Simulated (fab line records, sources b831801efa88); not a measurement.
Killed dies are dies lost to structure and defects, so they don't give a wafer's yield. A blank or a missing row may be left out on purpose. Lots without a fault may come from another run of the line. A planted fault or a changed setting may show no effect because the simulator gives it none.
Which tool did it? | flow gf180mcu | 13 lots, 39 wafers sampled, at 3 steps of a route of 602

WHAT THE GAUGES READ, wafer by wafer
GF_POLY_GATE_CD_MEAS_18. Usual: cd_nm 279.7 nm, standard deviation 1.6.
lot  | measured     | on        | cd_nm (nm)        | flag
L158 | day 9 06:21  | cd_sem-02 | 280.0 281.0 280.1 |
L159 | day 9 13:33  | cd_sem-01 | 280.0 280.1 279.9 |
L160 | day 9 18:52  | cd_sem-02 | 280.2 278.0 278.6 |
L167 | day 11 21:04 | cd_sem-01 | 279.9 283.0 282.7 |
L168 | day 12 08:39 | cd_sem-01 | 280.6 279.3 281.6 |
L170 | day 12 20:19 | cd_sem-01 | 281.2 281.4 279.6 |
L171 | day 13 00:31 | cd_sem-02 | 277.4 280.0 279.2 |
L175 | day 14 05:02 | cd_sem-01 | 279.0 278.2 281.1 |
L176 | day 14 17:02 | cd_sem-02 | 280.2 281.0 283.7 |
L177 | day 14 20:59 | cd_sem-01 | 279.1 276.2 277.7 |
L178 | day 15 17:09 | cd_sem-02 | 279.7 281.0 277.3 |
L179 | day 15 17:09 | cd_sem-01 | 279.8 281.2 279.5 |
L181 | day 16 01:19 | cd_sem-02 | 276.8 278.5 278.5 |

GF_HV_LDD_RS_MEAS_53: measures by four-point-probe. Usual: HV_LDD_RS 418.4 ohm/sq, standard deviation 0.89.
lot  | measured     | on            | HV_LDD_RS (ohm/sq) | flag
L158 | day 12 08:44 | film_metro-03 | 418.8 417.8 418.0  |
L159 | day 12 17:19 | film_metro-02 | 418.4 416.9 418.4  |
L160 | day 12 22:55 | film_metro-03 | 418.9 418.1 417.9  |
L167 | day 15 07:33 | film_metro-03 | 403.3 402.6 403.3  | OFF
L168 | day 15 19:08 | film_metro-02 | 403.7 402.3 402.5  | OFF
L170 | day 16 08:24 | film_metro-03 | 419.5 419.3 420.0  |
L171 | day 16 13:13 | film_metro-02 | 417.7 417.3 417.4  |
L175 | day 17 21:35 | film_metro-03 | 419.1 419.5 418.8  |
L176 | day 18 10:29 | film_metro-02 | 419.3 419.2 419.2  |
L177 | day 18 14:47 | film_metro-04 | 418.6 417.6 418.6  |
L178 | day 19 14:20 | film_metro-03 | 417.7 416.4 417.0  |
L179 | day 19 14:02 | film_metro-04 | 419.9 419.7 418.3  |
L181 | day 20 01:59 | film_metro-03 | 418.3 417.6 417.6  |

WHICH TOOL RAN EACH LOT (tool, then ch and the chambers of the sampled wafers, then the start)
lot  | GF_HV_LDD_IMPLANT_33
L158 | implanter-04 ch 0, day 11 12:47
L159 | implanter-04 ch 0, day 11 20:37
L160 | implanter-04 ch 0, day 12 02:18
L167 | implanter-02 ch 0, day 14 09:58
L168 | implanter-02 ch 0, day 14 20:58
L170 | implanter-04 ch 0, day 15 11:22
L171 | implanter-04 ch 0, day 15 15:16
L175 | implanter-03 ch 0, day 16 22:04
L176 | implanter-02 ch 0, day 17 10:25
L177 | implanter-03 ch 0, day 17 13:40
L178 | implanter-02 ch 0, day 18 13:34
L179 | implanter-03 ch 0, day 18 12:55
L181 | implanter-02 ch 0, day 18 23:46
- GF_HV_LDD_IMPLANT_33

WHAT THE TOOLS THEMSELVES READ (means of the sampled wafers that have a number; where no wafer has one, the mark that the record gives instead)
GF_HV_LDD_IMPLANT_33. Usual: beam_energy_keV 60.001, standard deviation 0.021.
lot  | tool         | beam_energy_keV | flag
L158 | implanter-04 | 59.980          |
L159 | implanter-04 | 60.016          |
L160 | implanter-04 | 60.027          |
L167 | implanter-02 | 76.435          | OFF
L168 | implanter-02 | 76.409          | OFF
L170 | implanter-04 | 60.006          |
L171 | implanter-04 | 60.006          |
L175 | implanter-03 | 59.977          |
L176 | implanter-02 | 59.982          |
L177 | implanter-03 | 60.013          |
L178 | implanter-02 | 59.988          |
L179 | implanter-03 | 60.016          |
L181 | implanter-02 | 60.003          |

THE ANSWER, worked out from the rows above alone
Rule: a lot is off if the mean of its wafers that have a number lies more than 3 standard deviations from the usual mean. A lot without any number at a reading at which 4 lots or more have one is off too. The other lots that the step has rows for count as sound. The gauges are gone through in route order, then the tools' own readings, and for those a lot's mean is taken as printed above. The first step at which some lot is off is used, and at that step the reading that is off furthest; a lot without a number counts as furthest.
Off: L167, L168, at GF_HV_LDD_RS_MEAS_53 (HV_LDD_RS).
A tool fits if, at a process step before that reading, it ran every lot that is off, and no sound lot after the first of them. The gauges at GF_HV_LDD_RS_MEAS_53 aren't tried: what is off there is off at GF_HV_LDD_IMPLANT_33 too, on other tools, and a gauge's error can't cause that. None of those tried fits.

WHAT THE SIMULATOR HAD PUT IN
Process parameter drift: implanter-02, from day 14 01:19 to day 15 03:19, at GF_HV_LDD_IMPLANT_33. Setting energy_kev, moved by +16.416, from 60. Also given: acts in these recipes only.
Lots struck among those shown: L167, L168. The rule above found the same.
